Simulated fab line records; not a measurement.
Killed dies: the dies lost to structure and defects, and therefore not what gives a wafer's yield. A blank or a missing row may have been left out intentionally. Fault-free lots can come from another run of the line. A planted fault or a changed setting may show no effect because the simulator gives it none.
A lot that was struck, set against a sound lot + flow gf180mcu + 16 out of 602 route steps
Sound: wafers L978.3, L978.4, L978.5. Struck: wafers L984.2, L984.5 (left out: L984.1, a lot-mate that was not struck); the cause follows at the end.
Order at every step that has rows: each side's tool, ch and its chambers, its first start. Under that, the readings that differ: sound wafers + struck wafers + difference of the means + sigmas: that difference in standard deviations of wafers without a fault.
alike: readings whose means differ by less than 2 such deviations, and words and numbers that are the same on both sides. not compared: withheld readings, readings that some wafer has no value for, bounds like >300 that may hide the same value, and numbers for which the record gives no deviation and whose values overlap.
Wherever a step has rows on one side only, a row that says differs or no value, or a row with sigmas, the two part there. Non-overlapping numbers with no deviation appear without sigmas and do not part them. A reading missing from all wafers of one side parts the sides only when that side holds two or more wafers.

first, 6 steps without rows for these wafers: GF_M4_HMDS_08 (prime time 60 s); GF_M4_COAT_09 (resist thk 1017 nm); GF_M4_SOFTBAKE_10 (time 60 s); GF_M4_EXPOSE_11 (exposes mask Metal4, target cd 280 nm); GF_M4_PEB_12 (peb time 90 s); GF_M4_DEVELOP_13 (develop time 60 s).
GF_M4_CD_MEAS_14: the cd target is 280 nm.
  sound on cdSem-01, day 26 00:47; struck on cdSem-02, day 27 18:17
  alike: cdNm
GF_M4_OVL_MEAS_15:
  sound on overlay-02, day 26 00:53; struck on overlay-01, day 27 18:25
  alike: M4_OVL
GF_M4_METAL_ETCH_16: etches the open film in Cl2/BCl3, stops on SiO2, target depth 750.8 nm, time 125.1 s.
  sound on rieMetal-02 ch 0,1, day 26 00:57; struck on rieMetal-04 ch 0,1, day 27 18:27
  alike: drypumpMotorCurrentA, oesProductAu, throttleValvePct
  not compared: rfHoursCounterH
GF_M4_STRIP_17: strips in O2/N2.
  sound on plasmaAsher-01 ch 0,1, day 26 01:04; struck on plasmaAsher-01 ch 1, day 27 18:35
  alike: drypumpMotorCurrentA, heaterPowerW, oesProductAu, stripTimeToEndpointS
  not compared: rfHoursCounterH
then, 2 steps without rows for these wafers: GF_M4_STRIP_18 (strips in post etch residue remover, time 1200 s); GF_M4_CLEAN_19 (cleans in DIW).
GF_V4_CVD_00: deposits SiO2, target thk 600 nm, time 100 s.
  sound on hdpcvd-02 ch 0,1, day 26 01:34; struck on hdpcvd-01 ch 0, day 27 19:12
| reading                            | sound             | struck      | difference | sigmas      |
|------------------------------------|-------------------|-------------|------------|-------------|
| sih4FlowSccm (sccm)                | 60.07 60.10 59.81 | 90.01 89.77 | +29.90     | +99 or more |
| model.SiO2_of_V4_CVD_00.thkNm (nm) | 609.5 611.4 615.3 | 902.3 900   | +289.1     |             |
GF_V4_THK_MEAS_01:
  sound on filmMetro-04, day 26 01:40; struck on filmMetro-04, day 27 19:17
| reading            | sound       | struck  | difference | sigmas |
|--------------------|-------------|---------|------------|--------|
| V4_CVD_00_THK (nm) | 609 612 615 | 902 900 | +289       | +50    |
GF_V4_CVD_02: deposits SiO2 from TEOS, target thk 850 nm, time 94.851 s.
  sound on pecvd-02 ch 0,1, day 26 01:42; struck on pecvd-02 ch 2, day 27 19:20
  alike: heaterPowerW
GF_PASSIVATION_PROBE_99:
  sound wafers here have rows in the record (prober-01, day 31 06:50); struck ones have none

## WHERE THEY PART
At GF_V4_CVD_00 first; at GF_PASSIVATION_PROBE_99 last (within this record only).

WHY: the cause the simulator had injected
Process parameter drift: hdpcvd-01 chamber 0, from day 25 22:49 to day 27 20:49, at GF_V4_CVD_00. From 60, the setting sih4FlowSccm moved by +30. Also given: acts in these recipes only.
